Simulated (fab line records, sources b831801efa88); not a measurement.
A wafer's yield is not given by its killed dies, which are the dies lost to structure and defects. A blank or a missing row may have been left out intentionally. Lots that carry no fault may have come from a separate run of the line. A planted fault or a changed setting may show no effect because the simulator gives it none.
8D (eight disciplines) problem report, filled in by code || flow gf180mcu || the parts of the form that need people (team, actions taken, sign-off) are left out

== 1. WHAT IS WRONG ==
Mean of beam energy keV at GF_LVPWELL_IMPLANT_09: 69.590 across 6 wafers in 2 lots; on wafers with no fault it is 59.997 (standard deviation 0.02). That is +99 or more standard deviations from the usual mean.
The first sign was on wafer L270.1 at day 6 05:26, on implanter-04. Wafers with a number at this step in the record: 42, from 14 lots. Rule for "out", or "out of limits": more than 4 standard deviations from the usual mean. The rest of the wafers with a number are treated as sound.

== 2. WHAT IT IS; WHAT IT IS NOT ==
{"question": "which readings at this step", "is": "beam energy keV", "is not": "dose ions cm2"}
{"question": "which lots", "is": "L270, L273", "is not": "L260, L261, L262, L263, L264, L266, L268, L275, L277, L279, L281, L283"}
{"question": "which wafers of those lots", "is": "all that have a number", "is not": "-"}
{"question": "read on which tools", "is": "implanter-04", "is not": "implanter-02, implanter-03"}
{"question": "when", "is": "from day 6 05:26", "is not": "up to then (21 sound wafers); but 15 sound wafers of L275, L277, L279, L281, L283 came after"}

== 3. THE SUSPECTS, EACH WITH WHAT RULES IT OUT ==
Counting: a tool stays on the suspect list if, at a process step up to the reading, it processed all lots that are out and no sound lot following the first of them.
- implanter-04 at GF_LVPWELL_IMPLANT_09: kept. It ran every lot that is out, first L270 (day 6 05:26), and no sound lot after that; its last sound lot up to then is L268 (day 5 16:14). Its own readings are out on those wafers: beam energy keV.
The count leaves implanter-04 at GF_LVPWELL_IMPLANT_09.

== 4. THE CAUSE (what the simulator had put in) ==
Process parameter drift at GF_LVPWELL_IMPLANT_09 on implanter-04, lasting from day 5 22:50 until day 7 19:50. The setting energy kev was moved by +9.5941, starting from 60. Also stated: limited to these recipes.
Only this tool survived the counting.

== 5. SEQUENCE OF EFFECTS, ordered by route ==
One row per reading whose mean, taken over the struck wafers that have a number, lies over 3 standard deviations from the usual. Scope: only readings with a usual standard deviation given in the record; hours: median across lots of the time from each lot's start at the first step in this table that gives one to its start at this step; sigmas: change in usual standard deviations.
{"hours": 0, "step": "GF_LVPWELL_IMPLANT_09", "reading": "beam energy keV", "usual": 59.997, "on struck wafers": 69.590, "change": "+9.593", "sigmas": "+99 or more"}
It contains these process steps:
- GF_LVPWELL_IMPLANT_09
Later steps that measure or inspect, where all struck wafers having a row at the step show a number for every such reading and not one has moved that far: GF_MVSD_OVL_MEAS_07, GF_VT_IMPLANT_RS_MEAS_48.

== 6. WHAT WOULD HAVE CAUGHT IT SOONER ==
The fault began at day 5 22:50; the first out-of-limits reading in this record came at day 6 05:26, 7 hours later.
